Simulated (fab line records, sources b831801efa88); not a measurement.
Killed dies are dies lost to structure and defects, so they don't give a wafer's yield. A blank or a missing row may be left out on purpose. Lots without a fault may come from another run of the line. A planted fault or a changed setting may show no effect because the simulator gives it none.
Which tool did it? | flow sky130 | 6 lots, 18 wafers sampled, at 2 steps of a route of 708

WHAT THE GAUGES READ, wafer by wafer
SKY_METAL4_OVL_MEAS_14.
lot  | measured     | on         | METAL4_OVL (nm)
L312 | day 42 08:53 | overlay-02 | 4 10 8
L314 | day 43 06:24 | overlay-02 | 5 -3 4
L321 | day 44 14:31 | overlay-02 | 7 9 9
L325 | day 45 10:26 | overlay-01 | 9 -1 1
L327 | day 45 21:41 | overlay-02 | -8 8 -1
L332 | day 47 08:36 | overlay-02 | 8 9 4

WHICH TOOL RAN EACH LOT (tool, then ch and the chambers of the sampled wafers, then the start)
lot  | SKY_LOCAL_INTERCONNECT_SPUTTER_00
L312 | pvd_sputter-03, day 30 00:41
L314 | pvd_sputter-04, day 30 23:46
L321 | pvd_sputter-03, day 32 18:49
L325 | pvd_sputter-01, day 33 18:04
L327 | pvd_sputter-01, day 34 08:39
L332 | pvd_sputter-03, day 36 00:45
- SKY_LOCAL_INTERCONNECT_SPUTTER_00: material TiN, target thk 100 nm, time 83.3 s.

THE ANSWER, worked out from the rows above alone
Rule: what is usual is taken from the lots themselves. Put in order of their means at a reading, lots are off if they are a third of the lots or fewer, leave a main group of 4 or more, and stand apart from it by a gap of 3 or more times the standard deviation of the main group's means; of several such gaps the widest counts. A main group whose means are all the same, to the digits that the tables above print for the reading, isn't used. A lot without any number at a reading at which 4 lots or more have one is off too. The other lots that the step has rows for count as sound.
No lot is off at any reading shown: from this, nothing can be told.

WHAT THE SIMULATOR HAD PUT IN
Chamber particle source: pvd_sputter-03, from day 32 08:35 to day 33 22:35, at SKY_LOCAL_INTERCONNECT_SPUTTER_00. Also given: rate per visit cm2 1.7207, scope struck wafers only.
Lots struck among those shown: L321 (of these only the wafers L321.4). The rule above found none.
